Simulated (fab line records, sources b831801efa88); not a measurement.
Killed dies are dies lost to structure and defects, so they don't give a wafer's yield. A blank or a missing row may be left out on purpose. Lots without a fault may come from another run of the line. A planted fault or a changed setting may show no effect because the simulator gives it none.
Tool commonality check | flow gf180mcu | 13 lots, 39 wafers sampled

WHY IT WAS OPENED
At GF_LVPWELL_TW_MEAS_11 the reading LVPWELL_TW is flagged on 1 of 13 lots. Wafers without a fault read 559.5, standard deviation 2.8.
Rule: a lot is flagged when every wafer of it that has a number lies more than 4 standard deviations from that mean, or none has a number. The other lots count as sound.

lot  | measured    | on            | LVPWELL_TW, wafer by wafer | flag
L587 | day 3 20:37 | film_metro-01 | 560.2 557.1 558.7          |
L589 | day 4 10:21 | film_metro-04 | 559.4 563.4 562.3          |
L590 | day 4 13:16 | film_metro-03 | 554.1 556.7 559.0          |
L591 | day 4 17:19 | film_metro-03 | 554.4 559.5 555.5          |
L600 | day 7 09:49 | film_metro-03 | 30.0 30.0 29.8             | FLAGGED
L603 | day 7 18:58 | film_metro-03 | 558.8 558.9 560.1          |
L602 | day 7 21:28 | film_metro-03 | 557.3 555.0 561.7          |
L604 | day 8 10:40 | film_metro-04 | 563.8 563.5 562.9          |
L605 | day 8 11:01 | film_metro-01 | 561.0 557.2 554.8          |
L607 | day 8 18:04 | film_metro-04 | 564.0 562.5 558.5          |
L609 | day 9 01:49 | film_metro-01 | 563.1 563.4 561.7          |
L608 | day 9 02:11 | film_metro-04 | 562.5 560.9 560.2          |
L610 | day 9 14:42 | film_metro-01 | 560.7 564.8 563.0          |
The numbers of the flagged lots are 29.9 on average: -529.6 against the usual, or -99 or more standard deviations.

WHICH TOOL RAN EACH LOT
The record holds 1 process step before the reading, out of a route of 602 steps. In each cell: the tool, then ch and the chambers that the sampled wafers went through, then the start.
lot  | flag    | GF_LVPWELL_EXPOSE_04
L587 |         | iline_stepper-02 ch 0, day 3 13:47
L589 |         | iline_stepper-02 ch 0, day 4 03:26
L590 |         | iline_stepper-01 ch 0, day 4 06:16
L591 |         | iline_stepper-01 ch 0, day 4 10:43
L600 | FLAGGED | iline_stepper-02 ch 0, day 7 01:44
L603 |         | iline_stepper-02 ch 0, day 7 11:06
L602 |         | iline_stepper-01 ch 0, day 7 13:11
L604 |         | iline_stepper-01 ch 0, day 8 02:05
L605 |         | iline_stepper-01 ch 0, day 8 02:17
L607 |         | iline_stepper-02 ch 0, day 8 09:28
L609 |         | iline_stepper-01 ch 0, day 8 17:01
L608 |         | iline_stepper-02 ch 0, day 8 17:42
L610 |         | iline_stepper-01 ch 0, day 9 05:50
What these steps do:
- GF_LVPWELL_EXPOSE_04: exposes mask LVPWELL, target cd 600 nm.
- GF_LVPWELL_TW_MEAS_11

FLAGGED OVER TOTAL, TOOL BY TOOL (the gauges that took the reading come last)
step                  | tool             | lots run | flagged | share of the flagged lots | sound lots run after its first flagged lot
GF_LVPWELL_EXPOSE_04  | iline_stepper-01 | 7        | 0       | none                      | -
GF_LVPWELL_EXPOSE_04  | iline_stepper-02 | 6        | 1       | all                       | 3 (L603,L607,L608)
GF_LVPWELL_TW_MEAS_11 | film_metro-01    | 4        | 0       | none                      | -
GF_LVPWELL_TW_MEAS_11 | film_metro-03    | 5        | 1       | all                       | 2 (L603,L602)
GF_LVPWELL_TW_MEAS_11 | film_metro-04    | 4        | 0       | none                      | -

WHAT THE TABLE ALLOWS
2 rows of the table ran every flagged lot: iline_stepper-02 at GF_LVPWELL_EXPOSE_04, film_metro-03 at GF_LVPWELL_TW_MEAS_11.
- iline_stepper-02 at GF_LVPWELL_EXPOSE_04: 1 of its 6 lots flagged. Sound lots ran on it after the first flagged one (L603, L607, L608), which a lasting fault on the whole tool wouldn't allow.
- film_metro-03 at GF_LVPWELL_TW_MEAS_11: 1 of its 5 lots flagged. Sound lots ran on it after the first flagged one (L603, L602), which a lasting fault on the whole tool wouldn't allow.
No row of the table ran every flagged lot and no sound lot after the first.

WHAT THE SIMULATOR HAD PUT IN
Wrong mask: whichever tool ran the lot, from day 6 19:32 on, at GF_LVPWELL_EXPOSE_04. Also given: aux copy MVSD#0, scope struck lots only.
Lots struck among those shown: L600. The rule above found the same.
